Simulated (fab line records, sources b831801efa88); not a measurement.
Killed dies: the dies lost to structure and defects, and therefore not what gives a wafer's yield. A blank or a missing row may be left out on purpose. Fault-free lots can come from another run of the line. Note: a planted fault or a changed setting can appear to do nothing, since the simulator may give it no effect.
What tool caused it? :: flow sky130 :: 12 lots, 36 wafers sampled, at 2 steps of a route of 708

== WHAT THE GAUGES READ, wafer by wafer ==
SKY_VIA4_THK_MEAS_01. Usual: for VIA4_HDPCVD_THK the level is 1750 nm and the standard deviation is 22.
lot: L269
measured: day 41 18:55
on: film metro-01
VIA4_HDPCVD_THK (nm): 1724 1761 1720
flag: 

lot: L270
measured: day 41 23:50
on: film metro-03
VIA4_HDPCVD_THK (nm): 1782 1766 1753
flag: 

lot: L271
measured: day 42 12:32
on: film metro-01
VIA4_HDPCVD_THK (nm): 1739 1779 1768
flag: 

lot: L272
measured: day 42 19:29
on: film metro-01
VIA4_HDPCVD_THK (nm): 1745 1737 1706
flag: 

lot: L273
measured: day 43 08:17
on: film metro-01
VIA4_HDPCVD_THK (nm): 1767 1724 1782
flag: 

lot: L275
measured: day 43 18:19
on: film metro-01
VIA4_HDPCVD_THK (nm): 1725 1738 1785
flag: 

lot: L278
measured: day 44 06:10
on: film metro-01
VIA4_HDPCVD_THK (nm): 1777 1735 1788
flag: 

lot: L281
measured: day 45 01:18
on: film metro-04
VIA4_HDPCVD_THK (nm): 1773 1782 1753
flag: 

lot: L284
measured: day 45 19:37
on: film metro-04
VIA4_HDPCVD_THK (nm): 1744 1716 1716
flag: 

lot: L285
measured: day 46 11:49
on: film metro-01
VIA4_HDPCVD_THK (nm): 1774 1734 1745
flag: 

lot: L287
measured: day 46 23:56
on: film metro-03
VIA4_HDPCVD_THK (nm): 1729 1788 1768
flag: 

lot: L286
measured: day 47 00:21
on: film metro-03
VIA4_HDPCVD_THK (nm): 1741 1738 1738
flag: 

== EACH LOT AND THE TOOL THAT RAN IT (in order: tool; ch and the chambers of the sampled wafers; start) ==
lot: L269
SKY_CAP2M_METAL_ETCH_13: rie metal-04 ch 0,1, day 40 15:45

lot: L270
SKY_CAP2M_METAL_ETCH_13: rie metal-03 ch 0,1, day 40 23:14

lot: L271
SKY_CAP2M_METAL_ETCH_13: rie metal-04 ch 1, day 41 12:31

lot: L272
SKY_CAP2M_METAL_ETCH_13: rie metal-04 ch 0,1, day 41 17:58

lot: L273
SKY_CAP2M_METAL_ETCH_13: rie metal-03 ch 0,1, day 42 07:26

lot: L275
SKY_CAP2M_METAL_ETCH_13: rie metal-04 ch 0,1, day 42 17:02

lot: L278
SKY_CAP2M_METAL_ETCH_13: rie metal-01 ch 0,1, day 43 05:54

lot: L281
SKY_CAP2M_METAL_ETCH_13: rie metal-04 ch 0, day 44 00:37

lot: L284
SKY_CAP2M_METAL_ETCH_13: rie metal-01 ch 0,1, day 44 20:44

lot: L285
SKY_CAP2M_METAL_ETCH_13: rie metal-01 ch 0,1, day 45 13:51

lot: L287
SKY_CAP2M_METAL_ETCH_13: rie metal-03 ch 0,1, day 46 01:18

lot: L286
SKY_CAP2M_METAL_ETCH_13: rie metal-04 ch 0, day 46 01:53
- SKY_CAP2M_METAL_ETCH_13: etches TiN in Cl2/BCl3, stops on SiO2, target depth 220 nm, time 62.9 s.

== WHAT THE TOOLS THEMSELVES READ (means of the sampled wafers that have a number; where no wafer has one, the mark that the record gives instead) ==
SKY_CAP2M_METAL_ETCH_13. Usual: drypump motor current A 5.58 A, standard deviation 0.14; oes product au 0.940 a.u., standard deviation 0.01; throttle valve pct 21.903 %, standard deviation 0.011.
lot: L269
tool: rie metal-04
drypump motor current A (A): 5.60
oes product au (a.u.): 0.937
throttle valve pct (%): 21.908
flag: 

lot: L270
tool: rie metal-03
drypump motor current A (A): 5.67
oes product au (a.u.): 0.950
throttle valve pct (%): 21.898
flag: 

lot: L271
tool: rie metal-04
drypump motor current A (A): 5.67
oes product au (a.u.): 0.938
throttle valve pct (%): 21.904
flag: 

lot: L272
tool: rie metal-04
drypump motor current A (A): 5.52
oes product au (a.u.): 0.931
throttle valve pct (%): 21.917
flag: 

lot: L273
tool: rie metal-03
drypump motor current A (A): 5.68
oes product au (a.u.): 0.934
throttle valve pct (%): 21.905
flag: 

lot: L275
tool: rie metal-04
drypump motor current A (A): 5.60
oes product au (a.u.): 0.929
throttle valve pct (%): 21.920
flag: 

lot: L278
tool: rie metal-01
drypump motor current A (A): 5.56
oes product au (a.u.): 0.931
throttle valve pct (%): 21.906
flag: 

lot: L281
tool: rie metal-04
drypump motor current A (A): 5.48
oes product au (a.u.): 0.948
throttle valve pct (%): 21.900
flag: 

lot: L284
tool: rie metal-01
drypump motor current A (A): 5.56
oes product au (a.u.): 0.943
throttle valve pct (%): 21.897
flag: 

lot: L285
tool: rie metal-01
drypump motor current A (A): 5.45
oes product au (a.u.): 0.934
throttle valve pct (%): 21.903
flag: 

lot: L287
tool: rie metal-03
drypump motor current A (A): 5.75
oes product au (a.u.): 0.935
throttle valve pct (%): 21.901
flag: 

lot: L286
tool: rie metal-04
drypump motor current A (A): 5.47
oes product au (a.u.): 0.948
throttle valve pct (%): 21.899
flag: 

== THE ANSWER, worked out from the rows above alone ==
Rule: lot off if the mean of its wafers having a number is beyond 3 standard deviations from the usual mean. Also off: a lot with no number at a reading for which 4 or more lots have one. The other lots that the step has rows for count as sound. The gauges are gone through in route order, then the tools' own readings, and for those a lot's mean is taken as printed above. At the first step where some lot is off, the reading lying furthest off is the one used; lots without a number count as furthest.
None of the lots is off at any reading shown; this tells nothing.

== WHAT HAD BEEN PUT IN BY THE SIMULATOR ==
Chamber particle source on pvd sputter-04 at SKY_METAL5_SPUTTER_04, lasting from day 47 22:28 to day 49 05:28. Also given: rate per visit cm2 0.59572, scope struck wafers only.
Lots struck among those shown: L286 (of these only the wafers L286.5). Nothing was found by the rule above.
